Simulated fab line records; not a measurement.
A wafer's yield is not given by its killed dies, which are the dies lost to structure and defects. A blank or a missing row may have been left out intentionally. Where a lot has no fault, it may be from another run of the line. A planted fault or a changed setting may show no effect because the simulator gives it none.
The tool behind it: which one? -- flow gf180mcu -- 14 lots, 42 wafers sampled, at 4 steps of a route of 602

WHAT EACH GAUGE READ, for each wafer
GF_POLY_GATE_CD_MEAS_18.
lot,measured,on,cd_nm (nm)
L482,day 9 03:26,cd_sem-01,279.6 277.3 278.3
L491,day 12 00:52,cd_sem-01,279.0 279.4 280.3
L492,day 12 11:23,cd_sem-01,276.1 282.2 278.2
L493,day 12 13:23,cd_sem-01,279.3 284.0 280.9
L494,day 12 20:19,cd_sem-02,279.8 278.1 278.9
L495,day 13 08:45,cd_sem-02,284.5 278.9 281.8
L496,day 13 16:28,cd_sem-02,280.0 277.5 279.2
L498,day 14 02:15,cd_sem-02,277.9 280.6 279.6
L500,day 14 14:25,cd_sem-01,281.7 279.9 282.1
L501,day 14 22:32,cd_sem-02,279.9 280.2 280.5
L502,day 15 03:55,cd_sem-01,278.4 278.9 280.6
L503,day 15 14:24,cd_sem-01,278.6 279.5 276.9
L504,day 16 00:08,cd_sem-02,276.9 281.5 279.9
L505,day 16 03:57,cd_sem-01,281.5 279.8 280.2

GF_NSD_OVL_MEAS_08.
lot,measured,on,NSD_OVL (nm)
L482,day 13 04:14,overlay-02,0.0 1.2 1.4
L491,day 16 13:13,overlay-01,0.9 2.5 -0.5
L492,day 17 02:13,overlay-01,-1.2 0.4 0.3
L493,day 17 04:58,overlay-01,-1.9 -3.2 -3.9
L494,day 17 10:24,overlay-01,-0.6 0.2 -0.9
L495,day 18 01:28,overlay-02,0.6 0.1 -0.1
L496,day 18 09:46,overlay-02,1.6 0.6 -0.1
L498,day 18 21:53,overlay-02,-1.0 -0.7 -1.7
L500,day 19 10:30,overlay-01,0.6 2.3 -0.4
L501,day 19 22:37,overlay-01,-0.7 -0.9 -0.6
L502,day 20 04:34,overlay-02,1.5 2.2 1.3
L503,day 20 15:22,overlay-02,0.7 -0.6 -1.5
L504,day 21 00:25,overlay-01,0.8 0.3 -1.4
L505,day 21 09:20,overlay-02,1.4 -0.3 2.2

WHAT TOOL EACH LOT RAN ON (gives the tool, then ch and the chambers of the sampled wafers, and finally the start)
lot,GF_HV_LDD_STRIP_10,GF_HV_LDD_IMPLANT_48
L482,"plasma_asher-04 ch 0,1, day 9 21:15","implanter-03 ch 0, day 12 05:37"
L491,"plasma_asher-02 ch 0,1, day 12 20:31","implanter-03 ch 0, day 15 11:58"
L492,"plasma_asher-03 ch 0,1, day 13 07:40","implanter-03 ch 0, day 15 23:49"
L493,"plasma_asher-03 ch 0,1, day 13 09:16","implanter-03 ch 0, day 16 01:53"
L494,"plasma_asher-02 ch 0,1, day 13 16:57","implanter-02 ch 0, day 16 09:23"
L495,"plasma_asher-03 ch 1, day 14 05:25","implanter-02 ch 0, day 16 22:58"
L496,"plasma_asher-04 ch 0,1, day 14 13:49","implanter-04 ch 0, day 17 07:43"
L498,"plasma_asher-03 ch 0,1, day 14 23:16","implanter-02 ch 0, day 17 18:53"
L500,"plasma_asher-04 ch 0,1, day 15 11:26","implanter-04 ch 0, day 18 07:11"
L501,"plasma_asher-03 ch 0,1, day 15 20:18","implanter-03 ch 0, day 18 18:46"
L502,"plasma_asher-02 ch 0,1, day 16 02:25","implanter-04 ch 0, day 19 00:26"
L503,"plasma_asher-04 ch 0,1, day 16 13:04","implanter-02 ch 0, day 19 11:46"
L504,"plasma_asher-02 ch 0,1, day 16 22:18","implanter-04 ch 0, day 19 22:28"
L505,"plasma_asher-04 ch 0,1, day 17 03:17","implanter-02 ch 0, day 20 04:17"
- GF_HV_LDD_STRIP_10: strips in O2/N2.
- GF_HV_LDD_IMPLANT_48

WHAT THE TOOLS THEMSELVES READ (means of the sampled wafers that have a number; where no wafer has one, the mark that the record gives instead)
GF_HV_LDD_STRIP_10.
lot,tool,drypump_motor_current_A (A),heater_power_w (W),n2_flow_sccm (sccm),oes_product_au (a.u.),strip_time_to_endpoint_s (s)
L482,plasma_asher-04,5.6,297,299.7,0.715,12.61
L491,plasma_asher-02,6.0,353,300.7,0.715,12.68
L492,plasma_asher-03,5.1,319,299.6,0.716,12.62
L493,plasma_asher-03,5.2,327,300.7,0.715,12.60
L494,plasma_asher-02,5.9,339,299.7,0.714,12.63
L495,plasma_asher-03,5.1,304,300.0,0.714,12.61
L496,plasma_asher-04,5.4,291,299.6,0.713,12.65
L498,plasma_asher-03,5.2,327,299.2,0.717,12.61
L500,plasma_asher-04,5.6,298,299.8,0.717,12.65
L501,plasma_asher-03,5.2,317,299.9,0.712,12.64
L502,plasma_asher-02,6.0,352,299.6,0.718,12.64
L503,plasma_asher-04,5.4,287,301.1,0.715,12.66
L504,plasma_asher-02,6.0,354,300.3,0.713,12.61
L505,plasma_asher-04,5.6,299,299.5,0.717,12.64

GF_HV_LDD_IMPLANT_48.
lot,tool,dose_ions_cm2,faraday_current_uA
L482,implanter-03,3e+13,172
L491,implanter-03,3e+13,192
L492,implanter-03,3e+13,193
L493,implanter-03,3e+13,192
L494,implanter-02,3e+13,165
L495,implanter-02,3e+13,171
L496,implanter-04,3e+13,170
L498,implanter-02,3e+13,174
L500,implanter-04,3e+13,174
L501,implanter-03,3e+13,169
L502,implanter-04,3e+13,171
L503,implanter-02,3e+13,169
L504,implanter-04,3e+13,169
L505,implanter-02,3e+13,171

THE ANSWER, worked out from the rows above alone
Rule: usual is defined by the lots themselves. Put in order of their means at a reading, lots are off if they are a third of the lots or fewer, leave a main group of 4 or more, and stand apart from it by a gap of 3 or more times the standard deviation of the main group's means; of several such gaps the widest counts. The tables above print the reading to a certain number of digits; a main group whose means all agree to those digits is not used. Also off: a lot with no number at a reading for which 4 or more lots have one. Any other lot the step has rows for is counted as sound. The gauges are gone through in route order, then the tools' own readings, and for those a lot's mean is taken as printed above. At the first step where some lot is off, the reading lying furthest off is the one used; lots without a number count as furthest.
Off: L491, L492, L493 (GF_HV_LDD_IMPLANT_48, faraday_current_uA). The main group: mean 170, standard deviation 2.4.
If a tool, at that step or one of the process steps before it, ran each lot that is off and ran no sound lot following the first of them, it fits. None of those tried fits.

WHAT THE SIMULATOR PUT IN
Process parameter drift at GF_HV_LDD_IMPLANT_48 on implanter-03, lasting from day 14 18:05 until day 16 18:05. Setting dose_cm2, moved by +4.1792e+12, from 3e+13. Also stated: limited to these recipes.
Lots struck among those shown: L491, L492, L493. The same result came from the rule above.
